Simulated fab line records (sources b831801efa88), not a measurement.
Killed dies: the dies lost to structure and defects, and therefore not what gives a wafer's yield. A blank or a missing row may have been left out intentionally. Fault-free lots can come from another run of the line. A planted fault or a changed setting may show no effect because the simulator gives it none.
2 desks, one fault    flow sky130    each desk has only its own numbers; what lay behind them comes last

== AT THE TOOL OWNER'S DESK: hdpcvd-01 ==
The tool's own readings at SKY_LI_CONTACT_HDPCVD_00 (deposits PSG, target thk 930 nm, time 155 s): means of the sampled wafers that have a number, for each lot that ran on this tool. The brackets show how far a lot's mean lies from the usual mean; more than 4 standard deviations puts the lot out of limits, marked OUT.
Columns: A = sih4_flow_sccm at SKY_LI_CONTACT_HDPCVD_00, usual 59.99 sccm
lot   first seen here  A
L630  day 29 13:04     60.09
L632  day 30 06:55     60.05
L633  day 30 14:25     60.14
L637  day 32 06:55     60.18
L640  day 32 17:01     59.86
This desk's verdict: no lot among the 5 shows anything out of limits.

== AT THE METROLOGY DESK ==
What the gauges read for every lot (on any tool): the sampled wafers with a number, averaged. The brackets show how far a lot's mean lies from the usual mean; more than 4 standard deviations puts the lot out of limits, marked OUT.
Columns: A = LI_CONTACT_HDPCVD_THK at SKY_LI_CONTACT_THK_MEAS_01, usual 935 nm; B = cd_nm at SKY_LI_CONTACT_CD_MEAS_12, usual 170.1 nm; C = LI_CONTACT_W_RS at SKY_LI_CONTACT_RS_MEAS_22, usual 0.284 ohm/sq
lot   first seen here  A               B      C
L627  day 28 14:31     932             169.3  0.283
L628  day 29 07:08     935             170.0  0.283
L630  day 29 13:10     933             170.1  0.282
L632  day 30 07:01     927             169.5  0.284
L633  day 30 14:31     939             169.4  0.288
L634  day 31 02:53     940             170.4  0.284
L637  day 32 07:01     933             170.1  0.286
L640  day 32 17:08     1339 (+37) OUT  172.0  0.291
L644  day 33 22:34     939             171.2  0.279
L646  day 34 17:28     931             168.8  0.281
L647  day 35 03:05     940             170.8  0.279
L649  day 35 11:55     940             169.8  0.283
This desk reports L640 out of limits; the earliest was L640 at day 32 17:08 (LI_CONTACT_HDPCVD_THK at SKY_LI_CONTACT_THK_MEAS_01). Within limits: L627, L628, L630, L632, L633, L634, L637, L644, L646, L647, L649.

== TAKEN TOGETHER ==
At day 32 17:08 the metrology desk could have sounded an alarm, on L640.
The desk of the tool owner found nothing out of limits.
The tool owner's desk has L640 on record, within its limits.
Every lot named ran SKY_LI_CONTACT_HDPCVD_00 on hdpcvd-01.

== WHAT HAD BEEN PUT IN BY THE SIMULATOR ==
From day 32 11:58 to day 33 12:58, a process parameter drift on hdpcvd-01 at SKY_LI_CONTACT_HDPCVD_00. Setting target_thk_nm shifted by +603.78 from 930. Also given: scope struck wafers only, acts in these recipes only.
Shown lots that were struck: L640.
Hours from the fault's start to each desk's first reading out of limits: the metrology desk, 5.
